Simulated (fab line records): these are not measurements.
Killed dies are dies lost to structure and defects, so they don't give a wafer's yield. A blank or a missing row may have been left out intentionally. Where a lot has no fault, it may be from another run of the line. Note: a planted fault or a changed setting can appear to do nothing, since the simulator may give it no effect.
Chamber matching    flow gf180mcu    GF_V2_CMP_04 on cmp-02: 4 sister chambers
The step polishes SiO2. 8 wafers are shown with their chamber, then 12 later ones without.

== WAFERS, EACH WITH ITS CHAMBER ==
wafer   chamber  motor-current-A (A)  time-to-endpoint-s (s)
L079.6  3        11.3                 79
L085.3  2        13.3                 79
L088.1  1        12.0                 70
L088.2  0        12.2                 81
L088.6  2        12.5                 81
L089.3  1        11.7                 67
L089.4  3        11.4                 77
L089.5  0        12.3                 86

== WAFERS WITHOUT THEIR CHAMBER ==
wafer   motor-current-A (A)  time-to-endpoint-s (s)
L091.1  11.2                 74
L091.2  13.0                 78
L091.5  12.2                 84
L092.3  12.7                 88
L092.5  11.9                 80
L092.6  12.0                 88
L094.2  11.3                 83
L094.3  13.6                 78
L094.6  11.2                 83
L095.2  11.5                 79
L095.4  12.7                 84
L095.5  12.6                 78

== CHAMBER TAKEN BY EACH ==
wafer   from the rows above           in truth
L091.1  can't be placed: 3 or 1       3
L091.2  2                             2
L091.5  0                             0
L092.3  can't be placed: 0 or 2       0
L092.5  can't be placed: 0 or 3 or 2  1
L092.6  0                             0
L094.2  can't be placed: 3 or 0       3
L094.3  2                             2
L094.6  can't be placed: 3 or 0       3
L095.2  3                             3
L095.4  can't be placed: 0 or 2       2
L095.5  can't be placed: 2 or 0       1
5 of 12 placed correctly. Can't be placed from these rows: 7 (the true chamber is among the candidates in 5). Placed wrongly: 0.
How it was worked out, from the rows above alone: a wafer's distance from a chamber is the root of the sum, over the readings, of the square of ((its reading less the chamber's mean) divided by the reading's scatter). If the next closest chamber is less than 2 further off than the closest, the wafer can't be placed; otherwise it belongs to the closest. The mean given for a chamber averages the wafers shown for that chamber. How the scatter is found: for the shown wafers, subtract from each reading the mean of its chamber, square and add these, divide the total by (wafers less chambers), then take the root.
